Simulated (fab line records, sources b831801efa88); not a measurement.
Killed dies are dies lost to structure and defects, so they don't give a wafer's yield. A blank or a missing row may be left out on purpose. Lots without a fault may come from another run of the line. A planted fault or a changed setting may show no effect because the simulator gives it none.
fab line records | flow sky130 | part 2 of 2: steps 31 to 41 of 41
record lots=5 wafers=15 last_day=50
route steps=708 shown SD_P@326 RES_XHIGH@332 SD_N@342 SALICIDE@361 LI_CONTACT@362
lots that met no fault: from a run of the same line without faults
start_h: hours from the record's first day to the start of the lot's first wafer shown | wait_h: hours since the lot's step before | " the same as in the row above | L1.1+2: a row that stands for several wafers | - no value, or no start given | * or withheld: withheld | < > ~ a bound
route shown NAME@n: a module of which the file shows steps, and the number in the route of the first | usual: mean/standard deviation of fault-free wafers | same: alike in all rows | chamber/n: place in a boat | sites: the reading at each site | _std_site: their standard deviation | _edge_site: outer sites' mean less inner sites' | radius_mm: how far each site lies from the wafer's centre | mask NAME#n: copy n | behind: the tool/chamber that last shaped the wafer | hold: why the lot was held/for how many hours/how that ended | device: the transistor (n, p or np) that didn't switch | end of line: the same wafers' tests at the end of the route | a step without rows: its recipe alone | killed: dies lost to structure and defects at the first sort, not the wafer's yield | map: a wafer's dies, x killed, . not, _ none there
set.NAME: the setting as run; set.NAME@STEP: as run at that earlier step | model.NAME: the simulator's own value behind a step, which no gauge read
lots at some steps of the route; a table a step, a row a wafer
services: from which hour (start_h, from the record's first day; less than 0 if before it) a tool's chamber was out of use, for how many hours, and why
## steps
# step SKY_SD_N_RTA_14
# recipe temp_c=1075 time_s=2 idle_temp_c=650 ramp_up_c_per_s=150 ramp_down_c_per_s=90 ambient=N2
# usual lamp_power_pct=15.74/0.055 wafer_temp_C_max=1078.1/1.3
# columns lot.wafer tool chamber start_h wait_h lamp_power_pct wafer_temp_C_max
L078.1 rtp_anneal-02 0 684.81 0.0 15.77 1076.2
L078.2 " 0 " " 15.74 1079.0
L078.3 " 0 " " 15.73 1077.4
L088.3 rtp_anneal-02 0 751.08 0.0 15.73 1077.9
L088.4 " 0 " " 15.65 1079.1
L088.6 " 0 " " 15.74 1079.1
L092.1 rtp_anneal-01 0 795.96 0.0 15.74 1077.3
L092.5 " 0 " " 15.73 1080.5
L092.6 " 0 " " 15.70 1077.9
L095.2 rtp_anneal-01 0 813.43 0.0 15.81 1077.0
L095.3 " 0 " " 15.85 1077.7
L095.4 " 0 " " 15.73 1076.5
L097.1 rtp_anneal-01 0 825.26 0.0 15.78 1079.1
L097.2 " 0 " " 15.81 1077.7
L097.6 " 0 " " 15.69 1079.1
# step SKY_SD_N_RS_MEAS_16
# recipe thk_meas_gauge=four-point-probe
# usual SD_N_RS=68.49/0.093
# columns lot.wafer tool chamber start_h wait_h SD_N_RS[ohm/sq]
L078.1 film_metro-01 - 684.98 0.1 68.36
L078.2 " - " " 68.53
L078.3 " - " " 68.46
L088.3 film_metro-03 - 751.28 0.1 68.49
L088.4 " - " " 68.55
L088.6 " - " " 68.35
L092.1 film_metro-02 - 796.14 0.1 68.51
L092.5 " - " " 68.55
L092.6 " - " " 68.38
L095.2 film_metro-01 - 813.61 0.1 68.32
L095.3 " - " " 68.51
L095.4 " - " " 68.53
L097.1 film_metro-01 - 825.44 0.1 68.43
L097.2 " - " " 68.39
L097.6 " - " " 68.58
# step SKY_SD_N_RS_MEAS_17
# recipe thk_meas_gauge=four-point-probe
# usual SD_P_RS=146.9/0.35
# columns lot.wafer tool chamber start_h wait_h SD_P_RS[ohm/sq]
L078.1 film_metro-01 - 685.10 0.1 146.3
L078.2 " - " " 146.6
L078.3 " - " " 146.8
L088.3 film_metro-03 - 751.40 0.1 146.1
L088.4 " - " " 146.8
L088.6 " - " " 147.2
L092.1 film_metro-02 - 796.26 0.1 146.4
L092.5 " - " " 146.2
L092.6 " - " " 146.5
L095.2 film_metro-01 - 813.73 0.1 146.8
L095.3 " - " " 146.9
L095.4 " - " " 146.8
L097.1 film_metro-01 - 825.56 0.1 146.6
L097.2 " - " " 146.2
L097.6 " - " " 146.3
# step SKY_SD_N_RS_MEAS_18
# recipe thk_meas_gauge=four-point-probe
# usual RES_XHIGH_RS=332.8/1.3
# columns lot.wafer tool chamber start_h wait_h RES_XHIGH_RS[ohm/sq]
L078.1 film_metro-01 - 685.22 0.1 333.9
L078.2 " - " " 333.6
L078.3 " - " " 334.0
L088.3 film_metro-03 - 751.52 0.1 333.0
L088.4 " - " " 333.7
L088.6 " - " " 332.9
L092.1 film_metro-02 - 796.38 0.1 331.0
L092.5 " - " " 331.5
L092.6 " - " " 332.2
L095.2 film_metro-01 - 813.85 0.1 334.4
L095.3 " - " " 333.9
L095.4 " - " " 333.8
L097.1 film_metro-01 - 825.68 0.1 334.6
L097.2 " - " " 334.9
L097.6 " - " " 334.3
# step SKY_SALICIDE_CLEAN_00
# recipe chemistry=HF-last time_s=30 dilution=100:1 dry=ipa_marangoni
# columns lot.wafer tool chamber start_h wait_h
L078.1+2+3 wet_bench-04 3 685.34 0.1
L088.3+4+6 wet_bench-01 2 751.60 0.1
L092.1+5+6 wet_bench-02 2 796.50 0.1
L095.2+3+4 wet_bench-04 2 813.95 0.1
L097.1+2+6 wet_bench-04 1 825.80 0.1
# step SKY_LI_CONTACT_HDPCVD_00
# recipe material=PSG target_thk_nm=930 sigma_open_frac=0.3 time_s=155 temp_c=600 sih4_flow_sccm=60 pressure_mtorr=6
# columns lot.wafer tool chamber start_h wait_h
L078.1+2+3 hdpcvd-02 2,1,0 685.36 0.0
L088.3+4+6 hdpcvd-01 2,2,1 751.62 0.0
L092.1+5+6 hdpcvd-02 2,0,1 796.51 0.0
L095.2+3+4 hdpcvd-02 0,2,0 813.97 0.0
L097.1+2+6 hdpcvd-01 0,2,0 825.81 0.0
# step SKY_LI_CONTACT_THK_MEAS_01
# recipe reads=PSG_of_LI_CONTACT_HDPCVD_00
# usual LI_CONTACT_HDPCVD_THK=927/9.1
# columns lot.wafer tool chamber start_h wait_h LI_CONTACT_HDPCVD_THK[nm]
L078.1 film_metro-03 - 685.46 0.1 936
L078.2 " - " " 929
L078.3 " - " " 925
L088.3 film_metro-03 - 751.74 0.1 937
L088.4 " - " " 932
L088.6 " - " " 936
L092.1 film_metro-01 - 796.61 0.1 936
L092.5 " - " " 938
L092.6 " - " " 942
L095.2 film_metro-02 - 814.08 0.1 938
L095.3 " - " " 938
L095.4 " - " " 936
L097.1 film_metro-02 - 825.92 0.1 905
L097.2 " - " " 918
L097.6 " - " " 918
# step SKY_LI_CONTACT_CMP_02
# recipe material=PSG down_force_psi=4 platen_rpm=60 pad_velocity_m_s=0.94248
# usual motor_current_A=12.1/1.3 time_to_endpoint_s=32.8/2
# columns lot.wafer tool chamber start_h wait_h motor_current_A time_to_endpoint_s
L078.3 cmp-01 1 685.52 0.0 10.4 30.8
L078.2 " 2 " " 12.2 36.4
L078.1 " 0 " " 12.7 33.4
L088.3 cmp-02 3 751.83 0.1 11.7 29.6
L088.4 " 1 " " 13.0 30.8
L088.6 " 2 " " 10.8 29.2
L092.1 cmp-01 1 796.72 0.1 10.1 34.5
L092.5 " 0 " " 12.1 35.2
L092.6 " 1 " " 10.2 35.0
L095.3 cmp-01 0 814.13 0.0 12.3 35.0
L095.2 " 2 " " 12.1 36.2
L095.4 " 3 " " 14.9 34.6
L097.1 cmp-01 0 826.03 0.1 11.6 29.8
L097.2 " 2 " " 12.2 32.4
L097.6 " 0 " " 12.6 28.4
# step SKY_LI_CONTACT_BOW_MEAS_03
# recipe mode=bow
# usual LI_CONTACT_BOW=56/7.1
# columns lot.wafer tool chamber start_h wait_h LI_CONTACT_BOW[um]
L078.1 film_metro-03 - 685.82 0.1 62
L078.2 " - " " 56
L078.3 " - " " 57
L088.3 film_metro-03 - 752.12 0.2 67
L088.4 " - " " 68
L088.6 " - " " 62
L092.1 film_metro-01 - 796.97 0.2 64
L092.5 " - " " 59
L092.6 " - " " 50
L095.2 film_metro-03 - 814.45 0.2 50
L095.3 " - " " 55
L095.4 " - " " 61
L097.1 film_metro-03 - 826.28 0.2 60
L097.2 " - " " 55
L097.6 " - " " 67
# step SKY_LI_CONTACT_DEHYDRATE_04
# recipe temp_c=200 time_s=60
# columns lot.wafer tool chamber start_h wait_h
L078.1+2+3 litho_track-01 0 699.33 13.5
L088.3+4+6 litho_track-04 0 764.85 12.7
L092.1+5+6 litho_track-04 0 809.95 13.0
L095.2+3+4 litho_track-04 0 825.92 11.4
L097.1+2+6 litho_track-04 0 838.80 12.5
# step SKY_LI_CONTACT_HMDS_05
# recipe prime_time_s=60 prime_temp_c=120
# columns lot.wafer tool chamber start_h wait_h
L078.1+2+3 litho_track-01 0 699.48 0.1
L088.3+4+6 litho_track-04 0 765.00 0.1
L092.1+5+6 litho_track-04 0 810.10 0.1
L095.2+3+4 litho_track-04 0 826.07 0.1
L097.1+2+6 litho_track-04 0 838.95 0.1
## services
# columns tool chamber start_h hours kind
cmp-01 - 619.25 4.5 pm
implanter-03 - 623.11 4.1 repair
cmp-01 - 628.04 1.0 repair
iline_stepper-01 - 633.85 5.7 repair
implanter-04 - 645.27 1.9 repair
implanter-02 - 648.66 7.0 repair
implanter-02 - 653.68 3.9 repair
implanter-03 - 655.55 4.4 repair
iline_stepper-02 - 664.63 0.5 repair
implanter-01 - 676.71 1.2 repair
implanter-02 - 687.89 5.2 pm
iline_stepper-01 - 701.06 1.7 pm
implanter-02 - 723.67 3.1 repair
implanter-01 - 731.56 3.5 repair
implanter-04 - 732.96 2.8 pm
cmp-01 - 744.07 4.0 pm
implanter-03 - 746.44 2.7 pm
iline_stepper-01 - 749.09 2.1 repair
implanter-03 - 751.58 1.3 repair
iline_stepper-01 - 765.02 2.1 pm
implanter-01 - 780.61 2.0 repair
iline_stepper-02 - 808.49 1.7 pm
iline_stepper-02 - 813.70 14.5 repair
implanter-01 - 813.81 3.1 pm
